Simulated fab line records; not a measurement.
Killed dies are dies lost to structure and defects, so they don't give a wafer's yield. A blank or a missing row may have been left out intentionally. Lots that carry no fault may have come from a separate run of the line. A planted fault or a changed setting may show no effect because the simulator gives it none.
fab line records	flow sky130
record: lots: 11	wafers: 33	lastDay: 50
route steps=708 shown VT_ADJUST_NCORE@126 GATE_OXIDE@197 POLY_GATE@204 PAD_OPEN@708
lots untouched by any fault: they come from a run of this same line in which no faults occurred
startH: the number of hours between the record's first day and the start of the first shown wafer of the lot	waitH: how many hours have passed since the lot's step before this one	" the same as in the row above	L1.1+2: one row covering several wafers at once	- no value, or no start given	* or withheld: withheld	< > ~ a bound
route shown NAME@n: NAME is a module with steps in the file, n the number in the route of the first one	usual: mean/standard deviation of fault-free wafers	same: alike in all rows	chamber/n: place in a boat	sites: the reading at each site	_std_site: the values' standard deviation	_edge_site: outer sites' mean less inner sites'	radiusMm: how far each site lies from the wafer's centre	mask NAME#n: copy n	behind: tool/chamber where the wafer was last shaped	hold: reason for holding the lot/hours on hold/outcome of the hold	device: names the non-switching transistor (n, p or np)	end of line: the route-end tests of the same wafers	step lacking rows: just its recipe	killed: at the first sort, the dies lost to defects and structure; wafer yield is something else	map: the dies of a wafer, with x for killed, . for not killed, _ for no die there
set.NAME: the setting the step ran with; set.NAME@STEP: the setting that earlier step ran with	model.NAME: the simulator's own value behind a step, which no gauge read
steps of the route over a sample of lots; a table a step, a row a wafer
services: a tool's chamber out of use, with start hour (startH, from the record's first day; less than 0 if before it), hours out, and reason
== steps ==
step: SKY_VT_ADJUST_NCORE_CD_MEAS_07
recipe: targetCdNm: 380
usual: cdNm: 379.5/2.5
lot.wafer	tool	chamber	startH	waitH	cdNm
L431.1	cdSem-01	-	179.88	0.1	382.3
L431.2	"	-	"	"	380.7
L431.5	"	-	"	"	381.8
L432.2	cdSem-02	-	188.09	0.1	380.7
L432.3	"	-	"	"	380.8
L432.5	"	-	"	"	382.3
L435.2	cdSem-02	-	205.90	0.1	376.6
L435.4	"	-	"	"	378.2
L435.6	"	-	"	"	379.3
L436.2	cdSem-01	-	210.00	0.1	380.1
L436.4	"	-	"	"	378.5
L436.5	"	-	"	"	380.3
L438.1	cdSem-02	-	226.98	0.1	383.3
L438.3	"	-	"	"	382.4
L438.4	"	-	"	"	379.7
L439.1	cdSem-01	-	231.18	0.1	379.4
L439.2	"	-	"	"	379.2
L439.5	"	-	"	"	380.3
L441.1	cdSem-01	-	247.83	0.1	377.9
L441.3	"	-	"	"	381.0
L441.5	"	-	"	"	377.0
L443.2	cdSem-02	-	264.15	0.1	379.2
L443.5	"	-	"	"	381.1
L443.6	"	-	"	"	379.6
L446.2	cdSem-02	-	282.35	0.1	378.4
L446.4	"	-	"	"	377.1
L446.6	"	-	"	"	376.2
L447.1	cdSem-01	-	295.53	0.1	381.2
L447.2	"	-	"	"	384.3
L447.6	"	-	"	"	382.3
L454.1	cdSem-01	-	347.87	0.1	373.4
L454.4	"	-	"	"	373.9
L454.6	"	-	"	"	374.1
step: SKY_GATE_OXIDE_OVL_MEAS_10
usual: GATE_OXIDE_OVL: -0.5/1.3
lot.wafer	tool	chamber	startH	waitH	GATE_OXIDE_OVL[nm]
L431.1	overlay-02	-	299.58	0.1	-0.1
L431.2	"	-	"	"	-0.3
L431.5	"	-	"	"	-3.8
L432.2	overlay-01	-	311.29	0.1	-0.9
L432.3	"	-	"	"	0.1
L432.5	"	-	"	"	0.4
L436.2	overlay-01	-	336.80	0.1	-0.5
L436.4	"	-	"	"	0.7
L436.5	"	-	"	"	0.9
L435.2	overlay-01	-	338.72	0.1	-2.1
L435.4	"	-	"	"	-1.7
L435.6	"	-	"	"	-0.5
L438.1	overlay-01	-	364.92	0.1	1.0
L438.3	"	-	"	"	1.2
L438.4	"	-	"	"	0.4
L439.1	overlay-02	-	367.14	0.1	-0.3
L439.2	"	-	"	"	-1.7
L439.5	"	-	"	"	-0.7
L441.1	overlay-02	-	385.93	0.1	-3.7
L441.3	"	-	"	"	-1.6
L441.5	"	-	"	"	-2.7
L443.2	overlay-02	-	408.50	0.1	-0.4
L443.5	"	-	"	"	-0.4
L443.6	"	-	"	"	0.0
L446.2	overlay-02	-	427.52	0.1	0.2
L446.4	"	-	"	"	-1.5
L446.6	"	-	"	"	-0.4
L447.1	overlay-01	-	445.28	0.1	0.1
L447.2	"	-	"	"	-1.3
L447.6	"	-	"	"	-0.3
L454.1	overlay-02	-	504.69	0.1	0.9
L454.4	"	-	"	"	1.4
L454.6	"	-	"	"	0.9
step: SKY_POLY_GATE_CVD_00
recipe: material: poly-Si	targetThkNm: 180	tempC: 620	timeS: 720	pressureMtorr: 200
usual: spikeTcBottomC: 639/3.7	spikeTcCentreC: 620.2/2	spikeTcLowerC: 620.6/1.1	spikeTcTopC: 641.6/1.5	spikeTcUpperC: 618.9/1	susceptorTempC: 620.0/0.31
lot.wafer	tool	chamber	startH	waitH	spikeTcBottomC	spikeTcCentreC	spikeTcLowerC	spikeTcTopC	spikeTcUpperC	susceptorTempC
L431.1	lpcvd-01	1	301.61	0.0	636	617.8	621.4	641.0	617.6	620.4
L431.2	"	1	"	"	636	621.0	618.4	641.0	617.7	620.0
L431.5	"	1	"	"	635	619.5	619.4	638.7	618.9	620.5
L432.2	lpcvd-01	1	313.73	0.0	637	618.3	620.5	641.9	617.4	620.5
L432.3	"	1	"	"	635	618.9	622.0	639.1	617.3	619.8
L432.5	"	1	"	"	638	619.3	619.7	641.4	618.3	620.4
L436.2	lpcvd-01	0	339.92	0.0	645	623.5	617.9	644.3	619.2	619.8
L436.4	"	0	"	"	643	622.8	619.2	642.4	619.8	620.0
L436.5	"	0	"	"	644	620.9	622.1	642.8	618.6	620.1
L435.2	lpcvd-01	1	342.71	0.0	637	616.1	621.3	640.5	620.6	619.6
L435.4	"	1	"	"	635	617.8	620.9	640.7	619.2	620.1
L435.6	"	1	"	"	636	618.4	620.4	641.3	618.5	619.7
L438.1	lpcvd-01	1	367.99	0.0	635	618.9	620.6	640.6	618.9	620.1
L438.3	"	1	"	"	637	621.5	620.8	642.2	617.7	619.9
L438.4	"	1	"	"	637	620.5	618.7	639.9	619.3	620.1
L439.1	lpcvd-01	0	370.93	0.0	644	622.0	621.2	641.9	617.7	620.6
L439.2	"	0	"	"	642	622.7	619.5	641.3	619.5	620.4
L439.5	"	0	"	"	646	622.9	620.8	641.7	619.0	620.1
L441.1	lpcvd-01	0	389.14	0.0	643	623.2	621.8	642.4	618.6	620.2
L441.3	"	0	"	"	643	623.1	621.8	643.8	619.5	620.5
L441.5	"	0	"	"	642	623.1	620.8	644.2	617.8	620.1
L443.2	lpcvd-01	0	410.53	0.0	642	623.2	622.0	643.4	618.0	620.1
L443.5	"	0	"	"	644	622.5	620.9	642.7	618.8	619.9
L443.6	"	0	"	"	643	621.9	619.7	643.8	620.5	619.8
L446.2	lpcvd-01	0	429.93	0.0	636	613.6	614.0	636.4	611.9	620.4
L446.4	"	0	"	"	637	615.2	613.1	636.7	611.1	619.9
L446.6	"	0	"	"	637	615.8	613.7	636.1	610.9	619.8
L447.1	lpcvd-01	1	450.01	0.0	629	612.5	614.1	634.3	610.2	619.8
L447.2	"	1	"	"	628	609.9	613.5	633.9	611.1	619.6
L447.6	"	1	"	"	629	610.9	614.4	633.9	614.1	620.5
L454.1	lpcvd-01	0	506.72	0.0	643	624.1	619.5	640.9	618.5	619.7
L454.4	"	0	"	"	642	621.5	621.9	644.0	616.7	619.7
L454.6	"	0	"	"	642	622.3	621.3	641.8	620.5	620.2
step: SKY_POLY_GATE_THK_MEAS_01
recipe: reads: poly-Si_of_POLY_GATE_CVD_00
usual: POLY_GATE_CVD_00_THK: 180.4/1.8
lot.wafer	tool	chamber	startH	waitH	POLY_GATE_CVD_00_THK[nm]
L431.1	filmMetro-03	-	302.81	0.0	178.0
L431.2	"	-	"	"	178.5
L431.5	"	-	"	"	178.6
L432.2	filmMetro-02	-	314.94	0.0	179.0
L432.3	"	-	"	"	178.3
L432.5	"	-	"	"	178.6
L436.2	filmMetro-01	-	341.13	0.0	182.4
L436.4	"	-	"	"	180.9
L436.5	"	-	"	"	181.0
L435.2	filmMetro-02	-	343.92	0.0	181.3
L435.4	"	-	"	"	181.3
L435.6	"	-	"	"	181.1
L438.1	filmMetro-03	-	369.19	0.0	181.1
L438.3	"	-	"	"	181.6
L438.4	"	-	"	"	181.3
L439.1	filmMetro-03	-	372.13	0.0	177.1
L439.2	"	-	"	"	177.2
L439.5	"	-	"	"	178.2
L441.1	filmMetro-01	-	390.34	0.0	181.0
L441.3	"	-	"	"	181.1
L441.5	"	-	"	"	182.4
L443.2	filmMetro-02	-	411.74	0.0	181.0
L443.5	"	-	"	"	181.2
L443.6	"	-	"	"	181.9
L446.2	filmMetro-03	-	431.14	0.0	152.7
L446.4	"	-	"	"	153.8
L446.6	"	-	"	"	152.0
L447.1	filmMetro-03	-	451.21	0.0	154.5
L447.2	"	-	"	"	154.0
L447.6	"	-	"	"	155.9
L454.1	filmMetro-01	-	507.92	0.0	180.6
L454.4	"	-	"	"	180.8
L454.6	"	-	"	"	179.0
step: SKY_POLY_GATE_CD_MEAS_13
recipe: targetCdNm: 150
usual: cdNm: 149.8/1.6
lot.wafer	tool	chamber	startH	waitH	cdNm
L431.1	cdSem-02	-	358.43	-	150.2
L431.2	"	-	"	"	152.2
L431.5	"	-	"	"	149.3
L432.2	cdSem-02	-	371.50	-	149.7
L432.3	"	-	"	"	149.1
L432.5	"	-	"	"	148.8
L436.2	cdSem-01	-	399.45	-	153.0
L436.4	"	-	"	"	152.9
L436.5	"	-	"	"	151.5
L435.2	cdSem-02	-	403.51	-	148.8
L435.4	"	-	"	"	148.5
L435.6	"	-	"	"	149.2
L438.1	cdSem-01	-	430.53	-	149.5
L438.3	"	-	"	"	148.3
L438.4	"	-	"	"	147.3
L439.1	cdSem-01	-	433.04	-	150.4
L439.2	"	-	"	"	148.4
L439.5	"	-	"	"	148.8
L441.1	cdSem-01	-	452.63	-	152.2
L441.3	"	-	"	"	152.9
L441.5	"	-	"	"	151.8
L443.2	cdSem-02	-	475.40	-	151.8
L443.5	"	-	"	"	152.6
L443.6	"	-	"	"	152.3
L446.2	cdSem-02	-	493.50	-	148.1
L446.4	"	-	"	"	150.0
L446.6	"	-	"	"	148.4
L447.1	cdSem-01	-	513.83	-	149.8
L447.2	"	-	"	"	150.1
L447.6	"	-	"	"	150.8
L454.1	cdSem-01	-	568.98	-	149.8
L454.4	"	-	"	"	149.9
L454.6	"	-	"	"	150.0
step: SKY_POLY_GATE_ETCH_17
recipe: targetDepthNm: 180	stopOn: SiO2	overEtchFrac: 0.56667	chemistry: HBr/Cl2	target: poly-Si	icpW: 400	biasW: 100	pressureMtorr: 10	HBr_flow_sccm: 150	Cl2_flow_sccm: 50	timeS: 70.5
usual: drypumpMotorCurrentA: 5.7/0.47	mfcCl2Sccm: 49.98/0.15	oesProductAu: 0.988/0.0075	rfFwdPowerW: 397.0/1.3	throttleValvePct: 33.685/0.0087
lot.wafer	tool	chamber	startH	waitH	drypumpMotorCurrentA	mfcCl2Sccm	oesProductAu	rfFwdPowerW	rfHoursCounterH	throttleValvePct
L431.1	rieSi-01	2	358.77	0.0	5.8	50.03	0.977	397.5	2	33.687
L431.2	"	0	"	"	6.3	50.00	0.974	393.4	7	33.699
L431.5	"	3	"	"	5.0	49.77	0.976	397.4	-	33.688
L432.2	rieSi-02	0	371.82	0.0	6.3	49.86	0.987	396.6	34	33.682
L432.3	"	2	"	"	5.6	50.15	0.979	397.5	1	33.684
L432.5	"	0	"	"	6.4	49.82	0.990	396.0	-	33.677
L436.2	rieSi-01	2	399.77	0.0	5.8	49.88	0.978	398.4	2	33.671
L436.4	"	1	"	"	5.3	49.95	0.990	396.6	30	33.670
L436.5	"	3	"	"	5.0	49.99	0.986	396.7	-	33.679
L435.2	rieSi-01	0	403.83	0.0	6.3	50.19	0.995	395.7	8	33.690
L435.4	"	1	"	"	5.3	49.77	0.984	395.9	30	33.674
L435.6	"	3	"	"	5.1	49.94	0.990	398.3	-	33.679
L438.1	rieSi-02	0	430.87	0.0	6.4	50.33	0.987	397.1	35	33.666
L438.3	"	1	"	"	5.6	49.82	0.992	395.1	41	33.682
L438.4	"	2	"	"	5.6	49.89	0.986	397.7	2	33.686
L439.1	rieSi-01	2	433.38	0.0	5.8	50.18	0.967	398.8	2	33.689
L439.2	"	3	"	"	5.1	50.20	0.976	395.6	5	33.688
L439.5	"	0	"	"	6.3	50.29	0.989	398.4	-	33.694
L441.1	rieSi-01	2	452.97	0.0	5.8	50.00	0.972	398.0	2	33.676
L441.3	"	3	"	"	5.0	49.87	0.989	397.6	6	33.695
L441.5	"	3	"	"	5.0	49.89	0.985	396.7	-	33.672
L443.2	rieSi-02	0	475.72	0.0	6.4	49.91	0.991	398.4	35	33.686
L443.5	"	3	"	"	5.2	49.86	0.988	395.3	-	33.691
L443.6	"	2	"	"	5.6	50.11	0.991	399.2	-	33.692
L446.2	rieSi-01	3	493.82	0.0	5.0	49.90	0.881	397.3	6	33.682
L446.4	"	0	"	"	6.3	50.03	0.893	398.6	8	33.698
L446.6	"	1	"	"	5.3	50.07	0.890	395.5	-	33.683
L447.1	rieSi-02	2	514.17	0.0	5.5	49.97	0.894	397.9	2	33.692
L447.2	"	3	"	"	5.2	49.80	0.890	396.9	4	33.681
L447.6	"	1	"	"	5.6	49.80	0.898	395.6	-	33.688
L454.1	rieSi-01	1	569.32	0.0	5.3	49.84	0.987	397.4	31	33.678
L454.4	"	0	"	"	6.3	50.13	0.990	397.4	8	33.668
L454.6	"	0	"	"	6.3	50.06	0.991	398.0	-	33.681
step: SKY_PAD_OPEN_PROBE_99
usual: killed_at_M0_to_M3: 44/7.2	killed_at_M4_up: 3.0/1.9	killedAtContacts: 25/4.8	killedAtFrontEnd: 16/4.2	killedAtOther: 0.2/0.44	killedDies: 88/9.3	killedOpen: 48/7.1	killedShort: 40/6.5
same: grossDies: 492	killedAtBackSide: 0
lot.wafer	tool	chamber	startH	waitH	killed_at_M0_to_M3	killed_at_M4_up	killedAtContacts	killedAtFrontEnd	killedAtOther	killedDies	killedOpen	killedShort
L438.1	prober-01	-	1114.40	0.1	45	4	19	8	0	76	45	31
L438.3	prober-01	-	1114.50	0.2	40	7	36	12	0	95	50	45
L438.4	prober-01	-	1114.55	0.2	33	3	25	11	0	72	43	29
L446.2	prober-01	-	1154.15	0.1	43	2	24	16	0	85	45	40
L446.4	prober-01	-	1154.25	0.2	45	1	27	22	0	95	44	51
L446.6	prober-01	-	1154.35	0.2	36	3	23	21	0	83	44	39
killed by level:class
L438.1 CONTACT:geometricParticle:open=10 VIA1:geometricParticle:open=9 VIA1:geometricParticle:short=6 LI_CONTACT:geometricParticle:open=5 VIA3:geometricParticle:open=5 VIA2:geometricParticle:open=5 VIA3:geometricParticle:short=5 FIELD_ISO:geometricParticle:open=4
L438.3 LI_CONTACT:geometricParticle:open=15 CONTACT:geometricParticle:open=7 VIA3:geometricParticle:open=7 METAL4:geometricParticle:short=7 CONTACT:geometricParticle:short=6 VIA2:geometricParticle:short=6 FIELD_ISO:geometricParticle:open=5 LOCAL_INTERCONNECT:geometricParticle:short=5
L438.4 LI_CONTACT:geometricParticle:open=9 CONTACT:geometricParticle:open=8 VIA1:geometricParticle:open=8 FIELD_ISO:geometricParticle:short=6 VIA3:geometricParticle:open=5 VIA2:geometricParticle:open=5 LI_CONTACT:geometricParticle:short=3 VIA1:geometricParticle:short=3
L446.2 VIA3:geometricParticle:open=12 CONTACT:geometricParticle:open=8 LOCAL_INTERCONNECT:geometricParticle:short=7 VIA1:geometricParticle:short=5 VIA1:geometricParticle:open=5 VIA2:geometricParticle:open=5 FIELD_ISO:geometricParticle:short=4 FIELD_ISO:geometricParticle:open=3
L446.4 CONTACT:geometricParticle:short=8 LOCAL_INTERCONNECT:geometricParticle:short=8 VIA1:geometricParticle:open=8 CONTACT:geometricParticle:open=7 POLY_GATE:geometricParticle:open=6 VIA3:geometricParticle:open=6 FIELD_ISO:geometricParticle:open=5 METAL2:geometricParticle:short=5
L446.6 VIA1:geometricParticle:open=11 LI_CONTACT:geometricParticle:open=6 CONTACT:geometricParticle:open=6 METAL1:geometricParticle:short=6 METAL2:geometricParticle:short=5 FIELD_ISO:geometricParticle:open=5 LI_CONTACT:geometricParticle:short=5 VIA2:geometricParticle:short=5
== services ==
tool	chamber	startH	hours	kind
rieSi-02	2	307.61	1.1	repair
rieSi-02	2	317.37	2.9	repair
rieSi-01	1	430.76	2.2	repair
rieSi-02	-	503.82	2.8	pm
rieSi-01	2	550.51	8.5	repair
rieSi-02	1	554.91	4.1	repair
rieSi-02	1	559.06	-	clean
rieSi-02	1	559.06	18.9	scheduledDown
rieSi-02	1	559.06	18.9	ventCycle
lpcvd-01	-	565.81	2.8	pm
== key ==
firstSign: step: SKY_POLY_GATE_CVD_00	reading: spikeTcUpperC	direction: down	sigmas: 7.1	usual: 618.9	struck: 611.6
effect: step: SKY_POLY_GATE_CVD_00	reading: spikeTcLowerC	direction: down	sigmas: 6.3	usual: 620.6	struck: 613.8
effect: step: SKY_POLY_GATE_THK_MEAS_01	reading: POLY_GATE_CVD_00_THK	direction: down	sigmas: 15	usual: 180.4	struck: 153.8
effect: step: SKY_POLY_GATE_ETCH_17	reading: oesProductAu	direction: down	sigmas: 13	usual: 0.988	struck: 0.891
metAt SKY_POLY_GATE_CVD_00
struckLots L446,L447
testerLeftOut L446,L447
notActingAt SKY_VT_ADJUST_NCORE_CD_MEAS_07,SKY_GATE_OXIDE_OVL_MEAS_10,SKY_POLY_GATE_CD_MEAS_13
onsetBetween 410.53 429.93
fault: kind: processParameterDrift	tool: lpcvd-01	chamber: -	onsetH: 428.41	steps: SKY_POLY_GATE_CVD_00	channel: tempC	offset: *	shape: step	endH: 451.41	stated: *
testerLeftOut: of these lots the tester's yield and bins aren't shown, on N5 and GAA mostly nor the transistor test; their killed dies are dies lost to structure and defects alone, not to doping, threshold or leakage, so they don't give the yield
